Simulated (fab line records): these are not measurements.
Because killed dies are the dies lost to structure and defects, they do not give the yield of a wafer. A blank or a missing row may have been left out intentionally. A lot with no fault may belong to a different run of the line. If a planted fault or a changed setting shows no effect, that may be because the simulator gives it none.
Matching of chambers ; flow sky130 ; rie diel-04 running SKY_PASSIVATION_ETCH_11: 4 sister chambers
The step etches the open film in CF4/O2, stops on AlCu, target depth 725 nm, time 161.1 s. 20 wafers are shown with their chamber, then 10 later ones without.

## WAFERS, EACH WITH ITS CHAMBER
wafer;chamber;drypump motor current A (A);oes product au (a.u.);throttle valve pct (%)
L075.1;2;6.0;0.970;5.957
L075.3;1;6.3;0.972;5.977
L075.5;2;6.1;0.971;5.960
L082.3;0;6.0;0.974;5.950
L082.5;0;6.0;0.992;5.978
L082.6;1;6.3;0.978;5.955
L083.1;2;6.1;0.961;5.959
L083.5;2;6.1;0.963;5.969
L083.6;1;6.4;0.976;5.972
L085.1;2;6.0;0.971;5.961
L085.3;1;6.3;0.973;5.971
L085.5;2;6.1;0.964;5.972
L087.3;2;6.1;0.970;5.948
L087.4;3;5.9;0.976;5.963
L087.6;3;5.9;0.985;5.973
L088.3;3;5.9;0.982;5.948
L088.4;1;6.3;0.995;5.961
L088.6;1;6.4;0.990;5.956
L090.2;1;6.4;0.977;5.962
L090.3;0;6.0;0.970;5.965

SIGNATURES (averages over the wafers above)
reading;chamber 0;chamber 1;chamber 2;chamber 3;scatter within a chamber
drypump motor current A;6.000;6.343;6.071;5.900;0.0443
oes product au;0.97867;0.98014;0.96714;0.98100;0.00748
throttle valve pct;5.96433;5.96486;5.96086;5.96133;0.00974
Rule: for each reading, subtract the chamber's mean from the wafer's reading, divide by that reading's scatter and square the result; add these up over the readings and take the root, which gives the wafer's distance from the chamber. If the next closest chamber is less than 2 further off than the closest, the wafer can't be placed; otherwise it belongs to the closest. How the scatter is found: for the shown wafers, subtract from each reading the mean of its chamber, square and add these, divide the total by (wafers less chambers), then take the root.

## WAFERS WITH NO CHAMBER GIVEN
wafer;drypump motor current A (A);oes product au (a.u.);throttle valve pct (%)
L090.4;5.9;0.973;5.949
L091.1;5.9;0.982;5.952
L091.5;5.9;0.976;5.952
L091.6;6.0;0.979;5.985
L093.4;6.0;0.976;5.976
L093.5;6.0;0.970;5.957
L093.6;5.9;0.974;5.964
L096.1;6.3;0.983;5.965
L096.2;6.1;0.972;5.975
L096.3;6.0;0.964;5.967

## WHICH CHAMBER EACH WENT THROUGH
wafer;from the rows above;in truth
L090.4;can't be placed: 3 or 0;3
L091.1;can't be placed: 3 or 0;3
L091.5;can't be placed: 3 or 0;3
L091.6;can't be placed: 0 or 3 or 2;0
L093.4;can't be placed: 0 or 2 or 3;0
L093.5;can't be placed: 0 or 2 or 3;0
L093.6;can't be placed: 3 or 0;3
L096.1;1;1
L096.2;can't be placed: 2 or 0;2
L096.3;can't be placed: 2 or 0 or 3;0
Correctly placed: 1 of 10. Can't be placed from these rows: 9 (the true chamber is among the candidates in 9). 0 placed wrongly.
